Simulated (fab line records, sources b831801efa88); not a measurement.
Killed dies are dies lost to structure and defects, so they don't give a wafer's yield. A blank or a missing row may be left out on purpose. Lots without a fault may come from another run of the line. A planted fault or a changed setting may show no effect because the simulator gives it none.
Problem report in the 8D (eight disciplines) form, filled by code | flow gf180mcu | the parts of the form that need people (team, actions taken, sign-off) are left out

1. THE PROBLEM
heater_power_total_W at GF_HV_LDD_SOFTBAKE_27 reads a mean of 60.94 W on 3 wafers of 3 lots; wafers without a fault read 56.59 W with a standard deviation of 0.043. That is +99 or more standard deviations from the usual mean.
The step: time 60 s.
First seen on wafer L560.6, day 14 03:36, on litho_track-03. The record holds 42 wafers of 15 lots with a number at this step. Rule for "out", or "out of limits": more than 4 standard deviations from the usual mean. The other wafers with a number count as sound.

2. WHAT IT IS AND WHAT IT IS NOT
question                    | is                                 | is not
which readings at this step | heater_power_total_W, run_length_s | -
which lots                  | L560, L563, L564                   | L551, L552, L554, L555, L556, L557, L558, L569, L570, L572, L573, L574
which wafers of those lots  | L560.6, L563.1, L564.1             | L560.2, L563.5, L564.2
read on which tools         | litho_track-03                     | litho_track-01, litho_track-02
when                        | from day 14 03:36                  | up to then (22 sound wafers); but 17 sound wafers of L563, L564, L569, L570, L572, L573, L574 came after

3. SUSPECTS, AND WHAT RULES EACH OUT
Counting: a tool at a process step up to the reading stays a suspect if it ran every lot that is out. Sound lots after the first of them don't rule it out here, since some wafers of a struck lot are sound.
- litho_track-03 at GF_HV_LDD_SOFTBAKE_27 (time 60 s): kept. It ran every lot that is out, first L560 (day 14 03:36); its last sound lot up to then is L558 (day 13 11:29). Its own readings are out on those wafers: heater_power_total_W, run_length_s.
Left after counting: litho_track-03 at GF_HV_LDD_SOFTBAKE_27.

4. THE CAUSE (what the simulator had put in)
Process parameter drift: litho_track-03, from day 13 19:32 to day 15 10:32, at GF_HV_LDD_SOFTBAKE_27. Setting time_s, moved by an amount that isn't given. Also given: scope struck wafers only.
Counting left only this tool.

5. THE CHAIN OF EFFECTS, in route order
Each row: a reading whose mean over the struck wafers that have a number lies more than 3 standard deviations from the usual. Only readings for which the record gives a usual standard deviation are gone through. hours: the time from each lot's start at the first step in this table that gives one to its start at this step, as a median over the lots. sigmas: the change in usual standard deviations.
hours | step                  | reading              | usual   | on struck wafers | change | sigmas
0     | GF_HV_LDD_SOFTBAKE_27 | heater_power_total_W | 56.59 W | 60.94            | +4.35  | +99 or more
0     | GF_HV_LDD_SOFTBAKE_27 | run_length_s         | 89.17 s | 76.80            | -12.37 | -46
The process steps in it:
- GF_HV_LDD_SOFTBAKE_27: time 60 s.
Later measuring or inspecting steps at which every struck wafer that the step has a row for has a number for every such reading, and none has moved that far: GF_HV_LDD_OVL_MEAS_32.

6. WHAT WOULD HAVE CAUGHT IT SOONER
In this record the first reading out of limits was taken at day 14 03:36, 8 hours after the fault began at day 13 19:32.
